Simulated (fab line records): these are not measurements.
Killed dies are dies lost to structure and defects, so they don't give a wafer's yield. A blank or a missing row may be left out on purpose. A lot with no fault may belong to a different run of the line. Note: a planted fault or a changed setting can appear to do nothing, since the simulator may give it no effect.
Which tool did it? / flow gf180mcu / 13 lots, 39 wafers sampled, at 2 steps of a route of 602

## WHAT EACH GAUGE READ, for each wafer
GF_VT_IMPLANT_OVL_MEAS_18.
lot=L110; measured=day 6 12:25; on=overlay-01; VT_IMPLANT_01_OVL (nm)=-1.5 -1.9 -1.9
lot=L113; measured=day 7 00:40; on=overlay-02; VT_IMPLANT_01_OVL (nm)=2.1 0.0 -0.2
lot=L117; measured=day 8 00:31; on=overlay-02; VT_IMPLANT_01_OVL (nm)=0.3 1.0 -1.0
lot=L118; measured=day 8 06:10; on=overlay-01; VT_IMPLANT_01_OVL (nm)=-3.0 -2.3 -3.4
lot=L122; measured=day 9 09:01; on=overlay-01; VT_IMPLANT_01_OVL (nm)=-0.7 -1.6 0.3
lot=L124; measured=day 10 02:58; on=overlay-01; VT_IMPLANT_01_OVL (nm)=1.2 2.1 0.0
lot=L126; measured=day 10 10:43; on=overlay-02; VT_IMPLANT_01_OVL (nm)=0.2 2.3 0.9
lot=L127; measured=day 10 18:43; on=overlay-01; VT_IMPLANT_01_OVL (nm)=-0.3 -0.4 -1.1
lot=L128; measured=day 11 03:22; on=overlay-01; VT_IMPLANT_01_OVL (nm)=-0.1 -0.5 -3.1
lot=L129; measured=day 11 09:52; on=overlay-02; VT_IMPLANT_01_OVL (nm)=0.9 0.3 2.0
lot=L130; measured=day 11 15:45; on=overlay-02; VT_IMPLANT_01_OVL (nm)=1.4 0.0 2.1
lot=L132; measured=day 12 07:13; on=overlay-01; VT_IMPLANT_01_OVL (nm)=0.7 -0.1 0.7
lot=L133; measured=day 12 09:04; on=overlay-02; VT_IMPLANT_01_OVL (nm)=2.0 1.0 0.8

## EACH LOT AND THE TOOL THAT RAN IT (in order: tool; ch and the chambers of the sampled wafers; start)
lot=L110; GF_VT_IMPLANT_STRIP_09=plasmaAsher-01 ch 0,1, day 5 21:21
lot=L113; GF_VT_IMPLANT_STRIP_09=plasmaAsher-01 ch 0,1, day 6 09:12
lot=L117; GF_VT_IMPLANT_STRIP_09=plasmaAsher-03 ch 0,1, day 7 09:11
lot=L118; GF_VT_IMPLANT_STRIP_09=plasmaAsher-03 ch 1, day 7 14:33
lot=L122; GF_VT_IMPLANT_STRIP_09=plasmaAsher-01 ch 1, day 8 15:36
lot=L124; GF_VT_IMPLANT_STRIP_09=plasmaAsher-01 ch 0,1, day 9 09:15
lot=L126; GF_VT_IMPLANT_STRIP_09=plasmaAsher-02 ch 0,1, day 9 17:12
lot=L127; GF_VT_IMPLANT_STRIP_09=plasmaAsher-02 ch 0,1, day 10 01:15
lot=L128; GF_VT_IMPLANT_STRIP_09=plasmaAsher-03 ch 0,1, day 10 09:30
lot=L129; GF_VT_IMPLANT_STRIP_09=plasmaAsher-03 ch 0,1, day 10 15:42
lot=L130; GF_VT_IMPLANT_STRIP_09=plasmaAsher-01 ch 0,1, day 10 20:48
lot=L132; GF_VT_IMPLANT_STRIP_09=plasmaAsher-01 ch 0,1, day 11 12:39
lot=L133; GF_VT_IMPLANT_STRIP_09=plasmaAsher-01 ch 0,1, day 11 14:19
- GF_VT_IMPLANT_STRIP_09: strips in O2/N2.

## AS READ BY THE TOOLS THEMSELVES (means over the sampled wafers that have a number; for cases with no such wafer, the mark the record gives instead)
GF_VT_IMPLANT_STRIP_09.
lot=L110; tool=plasmaAsher-01; drypumpMotorCurrentA (A)=5.6; heaterPowerW (W)=327; oesProductAu (a.u.)=0.716; stripTimeToEndpointS (s)=12.62
lot=L113; tool=plasmaAsher-01; drypumpMotorCurrentA (A)=6.2; heaterPowerW (W)=350; oesProductAu (a.u.)=0.713; stripTimeToEndpointS (s)=12.66
lot=L117; tool=plasmaAsher-03; drypumpMotorCurrentA (A)=5.6; heaterPowerW (W)=330; oesProductAu (a.u.)=0.712; stripTimeToEndpointS (s)=12.64
lot=L118; tool=plasmaAsher-03; drypumpMotorCurrentA (A)=5.7; heaterPowerW (W)=323; oesProductAu (a.u.)=0.717; stripTimeToEndpointS (s)=12.66
lot=L122; tool=plasmaAsher-01; drypumpMotorCurrentA (A)=5.0; heaterPowerW (W)=308; oesProductAu (a.u.)=0.712; stripTimeToEndpointS (s)=12.67
lot=L124; tool=plasmaAsher-01; drypumpMotorCurrentA (A)=5.6; heaterPowerW (W)=324; oesProductAu (a.u.)=0.715; stripTimeToEndpointS (s)=12.66
lot=L126; tool=plasmaAsher-02; drypumpMotorCurrentA (A)=6.1; heaterPowerW (W)=313; oesProductAu (a.u.)=0.717; stripTimeToEndpointS (s)=12.59
lot=L127; tool=plasmaAsher-02; drypumpMotorCurrentA (A)=5.9; heaterPowerW (W)=318; oesProductAu (a.u.)=0.717; stripTimeToEndpointS (s)=12.70
lot=L128; tool=plasmaAsher-03; drypumpMotorCurrentA (A)=5.5; heaterPowerW (W)=332; oesProductAu (a.u.)=0.720; stripTimeToEndpointS (s)=12.63
lot=L129; tool=plasmaAsher-03; drypumpMotorCurrentA (A)=5.5; heaterPowerW (W)=331; oesProductAu (a.u.)=0.720; stripTimeToEndpointS (s)=12.61
lot=L130; tool=plasmaAsher-01; drypumpMotorCurrentA (A)=5.6; heaterPowerW (W)=329; oesProductAu (a.u.)=0.719; stripTimeToEndpointS (s)=12.56
lot=L132; tool=plasmaAsher-01; drypumpMotorCurrentA (A)=6.1; heaterPowerW (W)=348; oesProductAu (a.u.)=0.712; stripTimeToEndpointS (s)=12.67
lot=L133; tool=plasmaAsher-01; drypumpMotorCurrentA (A)=5.6; heaterPowerW (W)=335; oesProductAu (a.u.)=0.720; stripTimeToEndpointS (s)=12.63

## THE ANSWER, worked out from the rows above alone
Rule: usual is defined by the lots themselves. The widest of any qualifying gaps counts: lots, ordered by their means at a reading, are off when they make up no more than a third of the lots, leave a main group of 4 or more, and stand apart from it by 3 or more times the standard deviation of that group's means. The tables above print the reading to a certain number of digits; a main group whose means all agree to those digits is not used. A lot without any number at a reading at which 4 lots or more have one is off too. Any other lot the step has rows for is counted as sound. First the gauges in route order, then the tools' own readings, where a lot's mean is used as printed above. At the first step where some lot is off, the reading lying furthest off is the one used; lots without a number count as furthest.
Nothing can be told from this: no lot is off at any reading shown.

## WHAT THE SIMULATOR HAD INSERTED
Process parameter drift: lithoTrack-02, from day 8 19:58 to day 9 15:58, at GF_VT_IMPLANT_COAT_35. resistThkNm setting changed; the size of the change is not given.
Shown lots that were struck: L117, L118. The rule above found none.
